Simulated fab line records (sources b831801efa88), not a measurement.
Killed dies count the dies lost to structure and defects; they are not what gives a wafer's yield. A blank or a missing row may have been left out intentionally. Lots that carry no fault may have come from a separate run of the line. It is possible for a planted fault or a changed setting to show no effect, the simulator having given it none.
A lot that was struck, set against a sound lot / flow sky130 / 20 steps out of a route of 708
Sound: wafers L601.2, L601.3, L601.4. Wafers L615.1, L615.4, L615.5 were the ones struck. The cause is given at the end.
Each step with rows lists, per side, the tool, then ch with its chambers, then its first start. Under that, the readings that differ: sound wafers / struck wafers / difference of the means / sigmas: that difference in standard deviations of wafers without a fault.
alike: readings whose means differ by less than 2 such deviations, and words and numbers that are the same on both sides. not compared: withheld readings, readings that some wafer has no value for, bounds like >300 that may hide the same value, and numbers for which the record gives no deviation and whose values overlap.
The two part at a step that has a row with sigmas, a row that says differs or no value, or rows on one side only. Numbers that don't overlap but have no deviation are shown without sigmas and don't part them. Lack of a reading on every wafer of one side parts them only where that side has two or more wafers.

first, 1 step without rows for these wafers: SKY_CAP2M_DEVELOP_11 (develop time 60 s).
SKY_CAP2M_OVL_MEAS_12:
  sound on overlay-01 at day 43 03:49; struck on overlay-02 at day 46 13:55
  alike: CAP2M_OVL
SKY_CAP2M_METAL_ETCH_13: etches TiN in Cl2/BCl3, stops on SiO2, target depth 220 nm, time 62.9 s.
  sound on rie-metal-04 ch 0,1, day 43 03:51; struck on rie-metal-04 ch 0,1, day 46 13:56
  alike: drypump-motor-current-A, oes-product-au, throttle-valve-pct
  not compared: rf-hours-counter-h
SKY_CAP2M_STRIP_14: strips in O2/N2.
  sound on plasma-asher-02 ch 0,1, day 43 03:56; struck on plasma-asher-01 ch 0,1, day 46 14:01
  alike: drypump-motor-current-A, oes-product-au, strip-time-to-endpoint-s
  not compared: rf-hours-counter-h
then, 8 steps without rows for these wafers: SKY_CAP2M_STRIP_15 (strips in post etch residue remover, time 1200 s); SKY_CAP2M_CLEAN_16 (cleans in IPA, time 180 s); SKY_CAP2M_CLEAN_17 (cleans in O3/DIW); SKY_METAL4_DEHYDRATE_05 (time 60 s); SKY_METAL4_HMDS_06 (prime time 60 s); SKY_METAL4_COAT_07 (resist thk 60 nm); SKY_METAL4_COAT_08 (resist thk 1120 nm); SKY_METAL4_SOFTBAKE_09 (time 90 s).
SKY_METAL4_EXPOSE_10: exposes mask MM4, target cd 300 nm.
  sound on krf-scanner-02 ch 0, day 43 16:03; struck on krf-scanner-02 ch 0, day 47 02:28
reading=exposure-dose-mJ-cm2; sound=27.884 27.875 27.859; struck=27.485 27.493 27.476; difference=-0.388; sigmas=-16
  alike: mask, reticle-temp-C, stage-vel-mm-s
then, 2 steps without rows for these wafers: SKY_METAL4_PEB_11; SKY_METAL4_DEVELOP_12 (develop time 60 s).
SKY_METAL4_CD_MEAS_13: target cd 300 nm.
  sound on cd-sem-01 at day 44 04:45; struck on cd-sem-02 at day 47 11:22
  alike: cd-nm
SKY_METAL4_OVL_MEAS_14:
  sound on overlay-02 at day 44 04:51; struck on overlay-01 at day 47 11:29
  alike: METAL4_OVL
SKY_METAL4_DESCUM_15: chemistry O2, time 8 s.
  sound on rie-metal-03 ch 0,1, day 44 04:53; struck on rie-metal-01 ch 0,1, day 47 11:31
  alike: drypump-motor-current-A, oes-product-au
  not compared: rf-hours-counter-h, model.METAL4.cd-nm
SKY_METAL4_ETCH_16: etches BARC in N2/H2, stops on SiO2, time 88.2 s, target depth 60 nm.
  sound on rie-metal-03 ch 0,1, day 44 04:55; struck on rie-metal-01 ch 0,1, day 47 11:33
reading=drypump-motor-current-A (A); sound=5.0 5.9 5.0; struck=6.0 6.4 6.4; difference=+1.0; sigmas=+2
  alike: oes-product-au, throttle-valve-pct
  not compared: rf-hours-counter-h
SKY_PAD_OPEN_PROBE_99:
  sound wafers here have rows in the record (prober-02, day 48 00:56); struck ones have none

WHERE THEY PART
At SKY_METAL4_EXPOSE_10 first; at SKY_PAD_OPEN_PROBE_99 last (within this record only).

WHY: what had been put in by the simulator
Drift in process parameters on krf-scanner-02 at SKY_METAL4_EXPOSE_10, starting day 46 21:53. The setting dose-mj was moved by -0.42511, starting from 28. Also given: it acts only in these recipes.
